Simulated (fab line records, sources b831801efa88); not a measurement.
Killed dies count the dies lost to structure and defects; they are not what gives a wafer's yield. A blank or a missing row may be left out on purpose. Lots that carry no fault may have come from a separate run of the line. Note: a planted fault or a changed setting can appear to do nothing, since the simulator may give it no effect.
Matching of chambers + flow sfq_line + SFQ_TRILAYER_I2_VIA_BARC_OPEN_VIA_ETCH_096 on rie_diel-03 has 3 sister chambers
The step etches BARC in O2, target depth 125 nm, time 41.7 s. 3 wafers are shown with their chamber, then 6 later ones without.

== EACH WAFER AND ITS CHAMBER ==
| wafer  | chamber | rf_fwd_power_W (W) |
|--------|---------|--------------------|
| L694.3 | 0       | 491.3              |
| L697.1 | 3       | 493.3              |
| L697.3 | 2       | 495.8              |

== WAFERS WITH NO CHAMBER GIVEN ==
| wafer  | rf_fwd_power_W (W) |
|--------|--------------------|
| L697.4 | 492.7              |
| L699.4 | 495.7              |
| L699.5 | 491.5              |
| L699.6 | 494.3              |
| L702.1 | 494.2              |
| L702.4 | 490.7              |

== THE CHAMBER EACH PASSED THROUGH ==
| wafer  | from the rows above     | in truth                   |
|--------|-------------------------|----------------------------|
| L697.4 | can't be placed: 3 or 0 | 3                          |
| L699.4 | 2                       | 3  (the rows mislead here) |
| L699.5 | 0                       | 0                          |
| L699.6 | can't be placed: 3 or 2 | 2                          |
| L702.1 | can't be placed: 3 or 2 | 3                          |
| L702.4 | 0                       | 0                          |
2 of 6 placed correctly. From these rows, 3 cannot be placed; in 3 the true chamber is one of the candidates. Placed wrongly: 1.
How it was worked out, from the rows above alone: a wafer's distance from a chamber is the root of the sum, over the readings, of the square of ((its reading less the chamber's mean) divided by the reading's scatter). If the next closest chamber is less than 2 further off than the closest, the wafer can't be placed; otherwise it belongs to the closest. Each chamber's mean is taken over the wafers shown for it. The scatter: with one shown wafer a chamber, the root of the mean of the squares of how far each hidden wafer lies from its nearest shown one.
